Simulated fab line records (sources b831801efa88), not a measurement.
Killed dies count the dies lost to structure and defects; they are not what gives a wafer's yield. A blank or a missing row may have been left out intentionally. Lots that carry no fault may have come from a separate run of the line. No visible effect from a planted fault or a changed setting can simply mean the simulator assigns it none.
Struck lot and sound lot, side by side | flow sky130 | 14 steps out of a route of 708
Sound: these wafers, L988.1, L988.2, L988.5. Wafers struck: L982.1, L982.3, L982.5. At the end, the cause is stated.
Order at every step that has rows: each side's tool, ch and its chambers, its first start. Under that, the readings that differ: sound wafers | struck wafers | difference of the means | sigmas: that difference in standard deviations of wafers without a fault.
alike: words and numbers the same on both sides, and readings whose means are apart by under 2 such deviations; not compared: readings that were withheld, readings missing a value for some wafer, numbers with overlapping values and no deviation given by the record, and bounds like >300 which may hide the same value.
The two part at a step that has a row with sigmas, a row that says differs or no value, or rows on one side only. Numbers that don't overlap but have no deviation are shown without sigmas and don't part them. Lack of a reading on every wafer of one side parts them only where that side has two or more wafers.

SKY_CAPM_OVL_MEAS_12:
  struck on overlay-01, day 41 18:45; sound on overlay-01, day 43 14:03
  alike: CAPM_OVL
SKY_CAPM_METAL_ETCH_13: etches TiN in Cl2/BCl3, stops on SiO2, target depth 220 nm, time 62.9 s.
  sound on rie-metal-03 ch 0,1, day 43 14:05; struck on rie-metal-03 ch 0,1, day 41 18:47
  reading                | sound                | struck               | difference | sigmas
  oes-product-au (a.u.)  | 0.947 0.939 0.944    | 0.923 0.923 0.923    | -0.020     | -3
  throttle-valve-pct (%) | 21.888 21.889 21.895 | 21.912 21.920 21.911 | +0.024     | +2
  alike: drypump-motor-current-A
  not compared: rf-hours-counter-h
SKY_CAPM_STRIP_14: strips in O2/N2.
  sound on plasma-asher-02 ch 0,1, day 43 14:10; struck on plasma-asher-02 ch 0,1, day 41 18:52
  alike: drypump-motor-current-A, oes-product-au, strip-time-to-endpoint-s
  not compared: rf-hours-counter-h
then, 9 steps without rows for these wafers: SKY_CAPM_STRIP_15 (strips in post etch residue remover, time 1200 s); SKY_CAPM_CLEAN_16 (cleans in IPA, time 180 s); SKY_CAPM_CLEAN_17 (cleans in O3/DIW); SKY_METAL3_DEHYDRATE_05 (time 60 s); SKY_METAL3_HMDS_06 (prime time 60 s); SKY_METAL3_COAT_07 (resist thk 60 nm); SKY_METAL3_COAT_08 (resist thk 1140 nm); SKY_METAL3_SOFTBAKE_09 (time 90 s); SKY_METAL3_EXPOSE_10 (exposes mask MM3, target cd 300 nm).
SKY_METAL3_PEB_11:
  struck on litho-track-04, day 42 18:00; sound on litho-track-04 ch 0, day 44 13:00
  reading         | sound          | struck | difference                    | sigmas
  exhaust-pa (Pa) | 44.3 43.1 45.0 | - - -  | no value on the struck wafers |
  not compared: chill-plate-temp-C
then, 1 step without rows for these wafers: SKY_METAL3_DEVELOP_12 (develop time 60 s).

== WHERE THEY PART ==
At SKY_CAPM_METAL_ETCH_13 first; at SKY_METAL3_PEB_11 last (within this record only).

WHY: what the simulator had put in
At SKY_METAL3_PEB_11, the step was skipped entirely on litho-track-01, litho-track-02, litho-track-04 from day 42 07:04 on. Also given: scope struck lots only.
